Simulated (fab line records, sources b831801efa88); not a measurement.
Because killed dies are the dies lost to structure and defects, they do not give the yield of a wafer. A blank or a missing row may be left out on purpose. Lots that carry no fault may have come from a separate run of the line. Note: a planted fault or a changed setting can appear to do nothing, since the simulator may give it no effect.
Problem report in the 8D (eight disciplines) form, filled by code | flow sky130 | the parts of the form that need people (team, actions taken, sign-off) are left out

## 1. THE ISSUE
cathode dc power W at SKY_VIA1_SPUTTER_20 reads a mean of 3663.2 W on 6 wafers of 2 lots; wafers without a fault read 3999.9 W with a standard deviation of 0.74. So: -99 or more standard deviations from the usual mean.
The step: material TiN, target thk 20 nm, time 80 s.
Seen first at day 36 17:02 on pvd sputter-01, wafer L847.2. The record has a number at this step for 18 wafers belonging to 6 lots. By rule, "out" or "out of limits" means more than 4 standard deviations away from the usual mean. All remaining wafers that have a number are taken as sound.

## 2. WHAT IT IS, AND WHAT IT ISN'T
question                    | is                     | is not
which readings at this step | cathode dc power W     | throttle valve pct
which lots                  | L847, L849             | L843, L844, L853, L858
which wafers of those lots  | all that have a number | -
read on which tools         | pvd sputter-01         | pvd sputter-04
when                        | from day 36 17:02      | up to then (6 sound wafers); but 6 sound wafers of L853, L858 came after

## 3. THE SUSPECTS, EACH WITH WHAT RULES IT OUT
Counting: a tool at a process step up to the reading stays a suspect if it ran every lot that is out and no sound lot after the first of them.
- rie diel-03 at SKY_VIA1_ETCH_14 (etches BARC in N2/H2, stops on SiO2, time 45.9 s, target depth 60 nm): ruled out as a lasting fault. Sound lots L853 ran on it after its first lot that is out, L847 (day 36 16:21).
- rie diel-03 at SKY_VIA1_ETCH_15 (etches SiO2 in C4F8/O2/Ar, stops on TiN, target depth 351 nm, time 54 s): ruled out as a lasting fault. Sound lots L853 ran on it after its first lot that is out, L847 (day 36 16:23).
- pvd sputter-01 at SKY_VIA1_SPUTTER_20 (material TiN, target thk 20 nm, time 80 s): kept. It processed each lot that is out, first L847 at day 36 17:02, and no sound lot thereafter; up to then, the last sound lot it processed was L844 at day 36 07:16. Its own readings are out on those wafers: cathode dc power W.
Remaining after the count: pvd sputter-01 at SKY_VIA1_SPUTTER_20.

## 4. THE CAUSE (what the simulator had put in)
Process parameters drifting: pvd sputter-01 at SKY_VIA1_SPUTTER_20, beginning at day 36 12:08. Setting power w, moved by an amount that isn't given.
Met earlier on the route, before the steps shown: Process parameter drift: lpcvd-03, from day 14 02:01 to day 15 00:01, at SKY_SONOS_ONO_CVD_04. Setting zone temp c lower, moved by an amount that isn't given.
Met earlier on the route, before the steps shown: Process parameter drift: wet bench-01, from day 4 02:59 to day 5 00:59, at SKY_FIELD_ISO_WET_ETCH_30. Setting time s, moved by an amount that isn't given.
This tool alone remained once counting was done.

## 5. SEQUENCE OF EFFECTS, ordered by route
Each row: a reading whose mean over the struck wafers that have a number lies more than 3 standard deviations from the usual. Scope: only readings with a usual standard deviation given in the record; hours: median across lots of the time from each lot's start at the first step in this table that gives one to its start at this step; sigmas: change in usual standard deviations.
hours | step                | reading            | usual    | on struck wafers | change | sigmas
0     | SKY_VIA1_SPUTTER_20 | cathode dc power W | 3999.9 W | 3663.2           | -336.7 | -99 or more
Its process steps:
- SKY_VIA1_SPUTTER_20: material TiN, target thk 20 nm, time 80 s.

## 6. WHAT WOULD HAVE CAUGHT IT SOONER
First out-of-limits reading in this record: day 36 17:02, which is 5 hours after fault onset at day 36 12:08.
